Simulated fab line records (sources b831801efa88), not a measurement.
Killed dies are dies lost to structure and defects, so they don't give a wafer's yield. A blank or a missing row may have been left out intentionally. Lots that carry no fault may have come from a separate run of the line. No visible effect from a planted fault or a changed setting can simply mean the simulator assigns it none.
Code-filled problem report in 8D (eight disciplines) form | flow gf180mcu | the parts of the form that need people (team, actions taken, sign-off) are left out

== 1. THE ISSUE ==
Across 6 wafers from 2 lots, HV_LDD_CVD_54_THK at GF_HV_LDD_THK_MEAS_55 averages 6.88 nm, while fault-free wafers read 9.91 nm with a standard deviation of 0.15. Relative to the usual mean, that is a shift of -20 standard deviations.
Seen first at day 15 13:48 on filmMetro-02, wafer L379.1. The record has a number at this step for 39 wafers belonging to 13 lots. Rule for "out", or "out of limits": more than 4 standard deviations from the usual mean. Any other wafer with a number is counted as sound.

== 2. WHAT IT IS, AND WHAT IT ISN'T ==
question                    | is                         | is not
which readings at this step | HV_LDD_CVD_54_THK          | -
which lots                  | L379, L380                 | L369, L370, L378, L381, L383, L385, L388, L389, L390, L391, L392
which wafers of those lots  | all that have a number     | -
read on which gauges        | filmMetro-02, filmMetro-03 | filmMetro-01
when                        | from day 15 13:48          | up to then (9 sound wafers); but 24 sound wafers of L381, L383, L385, L388, L389, L390, L391, L392 came after

== 3. SUSPECTS, AND WHAT RULES EACH OUT ==
Counting: a tool at a process step up to the reading stays a suspect if it ran every lot that is out and no sound lot after the first of them.
- the gauge at GF_HV_LDD_THK_MEAS_55: ruled out. Those wafers that are out were read across 2 gauges (filmMetro-02, filmMetro-03).
- lpcvd-01 at GF_HV_LDD_CVD_54 (deposits SiO2 from TEOS, target thk 10 nm, time 75 s): ruled out as a lasting fault. The sound lots L389, L392 went through it after L379, its earliest lot that is out (day 15 12:16).
Left after counting: nothing in the record.

== 4. THE CAUSE (what the simulator had put in) ==
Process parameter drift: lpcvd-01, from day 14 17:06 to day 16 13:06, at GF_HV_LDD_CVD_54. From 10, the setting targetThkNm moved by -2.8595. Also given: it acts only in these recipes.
Counting ruled it out, wrongly: the rule takes a fault to strike every lot that its tool runs from its start on, and this one did not.

== 5. THE CHAIN OF EFFECTS, in route order ==
Rows list readings where the struck wafers' mean (over those with a number) sits beyond 3 standard deviations from the usual. Only readings for which the record gives a usual standard deviation are gone through. hours: the time from each lot's start at the first step in this table that gives one to its start at this step, as a median over the lots. sigmas: the change in usual standard deviations.
hours | step                  | reading           | usual   | on struck wafers | change | sigmas
0     | GF_HV_LDD_THK_MEAS_55 | HV_LDD_CVD_54_THK | 9.91 nm | 6.88             | -3.03  | -20
Later measuring or inspecting steps at which every struck wafer that the step has a row for has a number for every such reading, and none has moved that far: GF_M1_THK_MEAS_06, GF_M2_THK_MEAS_06.

== 6. HOW IT WOULD HAVE BEEN CAUGHT EARLIER ==
Counted from the fault's start at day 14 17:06, it took 21 hours until the first out-of-limits reading at a measuring or inspecting step in this record, taken at day 15 13:48.
Of the tool readings at GF_HV_LDD_CVD_54 for which the record gives a usual standard deviation, none was out on any struck wafer, so an alarm limit of 4 standard deviations on them would not have fired.
